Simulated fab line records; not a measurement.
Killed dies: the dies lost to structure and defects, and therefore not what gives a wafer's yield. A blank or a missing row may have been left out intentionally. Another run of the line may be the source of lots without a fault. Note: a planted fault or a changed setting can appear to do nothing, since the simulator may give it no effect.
Which tool did it? + flow sfq-line + 21 wafers sampled from 7 lots at 1 step of a route of 325

## WHAT EACH GAUGE READ, for each wafer
SFQ_L0V_OVL_MEAS_903.
| lot  | measured     | on         | L0V_OVL (nm) |
|------|--------------|------------|--------------|
| L549 | day 7 12:56  | overlay-02 | 3 1 5        |
| L551 | day 8 07:20  | overlay-02 | 0 4 7        |
| L554 | day 9 06:08  | overlay-01 | 2 2 0        |
| L556 | day 9 14:31  | overlay-02 | 5 -2 -2      |
| L558 | day 9 23:38  | overlay-01 | 7 3 3        |
| L567 | day 12 18:57 | overlay-01 | 6 10 10      |
| L571 | day 14 00:57 | overlay-01 | -3 -1 -2     |

## EACH LOT AND THE TOOL THAT RAN IT (in order: tool; ch and the chambers of the sampled wafers; start)
The record shows no process step preceding these readings.

## THE ANSWER, worked out from the rows above alone
Rule: what is usual is taken from the lots themselves. Put in order of their means at a reading, lots are off if they are a third of the lots or fewer, leave a main group of 4 or more, and stand apart from it by a gap of 3 or more times the standard deviation of the main group's means; of several such gaps the widest counts. A main group whose means are all the same, to the digits that the tables above print for the reading, isn't used. A lot without any number at a reading at which 4 lots or more have one is off too. The other lots that the step has rows for count as sound.
None of the lots is off at any reading shown; this tells nothing.

## WHAT HAD BEEN PUT IN BY THE SIMULATOR
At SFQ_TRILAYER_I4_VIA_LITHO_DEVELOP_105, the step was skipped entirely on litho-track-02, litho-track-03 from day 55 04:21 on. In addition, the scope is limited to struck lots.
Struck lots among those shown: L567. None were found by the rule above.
